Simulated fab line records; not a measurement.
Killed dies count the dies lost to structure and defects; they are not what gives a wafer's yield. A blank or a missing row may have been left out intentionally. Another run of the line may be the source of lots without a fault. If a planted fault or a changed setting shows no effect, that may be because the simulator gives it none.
2 desks looking at one fault :: flow gf180mcu :: each desk has only its own numbers; what lay behind them comes last

== THE METROLOGY DESK ==
What the gauges read, lot by lot, whatever tool the lot ran on: means of the sampled wafers that have a number. Any lot whose mean is over 4 standard deviations away from the usual mean is out of limits and marked OUT; that distance is given in the brackets.
Columns: A = SAB_OVL at GF_SAB_OVL_MEAS_10, usual -0.8 nm; B = SALICIDE_TIN_RS at GF_SALICIDE_RS_MEAS_04, usual 16.44 ohm/sq; C = SALICIDE_TIN_THK at GF_SALICIDE_THK_MEAS_05, usual 20.11 nm
lot: L966
first seen here: day 17 19:10
A: -3.3
B: 16.46
C: 20.22

lot: L971
first seen here: day 19 10:31
A: -1.2
B: 16.16
C: 19.85

lot: L972
first seen here: day 19 21:12
A: 0.7
B: 16.31
C: 20.34

lot: L978
first seen here: day 22 01:00
A: -0.1
B: 16.08
C: 20.36

lot: L981
first seen here: day 23 09:35
A: -0.6
B: 16.37
C: 20.17

lot: L982
first seen here: day 23 12:27
A: -1.3
B: 16.44
C: 20.32
This desk's finding: nothing out of limits on any of the 6 lots.

== FOR THE TOOL OWNER'S DESK: rtp-anneal-01 ==
Per lot that ran on this tool, the mean of the sampled wafers carrying a number, from the tool's own readings at GF_SALICIDE_RTA_08 (time 30 s). Any lot whose mean is over 4 standard deviations away from the usual mean is out of limits and marked OUT; that distance is given in the brackets.
Columns: A = lamp-power-pct at GF_SALICIDE_RTA_08, usual 16.6 %; B = wafer_temp_C_max at GF_SALICIDE_RTA_08, usual 803.3
lot: L966
first seen here: day 17 20:01
A: 15.3
B: 803.7

lot: L971
first seen here: day 19 11:19
A: 11.9
B: 722.9 (-88) OUT

lot: L972
first seen here: day 19 22:00
A: 11.8
B: 723.5 (-88) OUT

lot: L982
first seen here: day 23 13:16
A: 15.3
B: 804.3
This desk's finding: out of limits on L971, L972; first on L971, day 19 11:19 (wafer_temp_C_max at GF_SALICIDE_RTA_08). L966, L982 stayed within limits.

== BROUGHT TOGETHER ==
At day 19 11:19, on L971, L972, the tool owner's desk was in a position to raise an alarm.
The metrology desk saw nothing out of limits.
The metrology desk has L971, L972 on record, within its limits.
On rtp-anneal-01, each named lot ran GF_SALICIDE_RTA_08.

== WHAT HAD BEEN PUT IN BY THE SIMULATOR ==
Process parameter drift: rtp-anneal-01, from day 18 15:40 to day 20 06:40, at GF_SALICIDE_RTA_08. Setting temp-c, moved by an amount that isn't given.
Shown lots that were struck: L971, L972.
Each desk's first reading out of limits, in hours after the fault started: the tool owner's desk, 20.
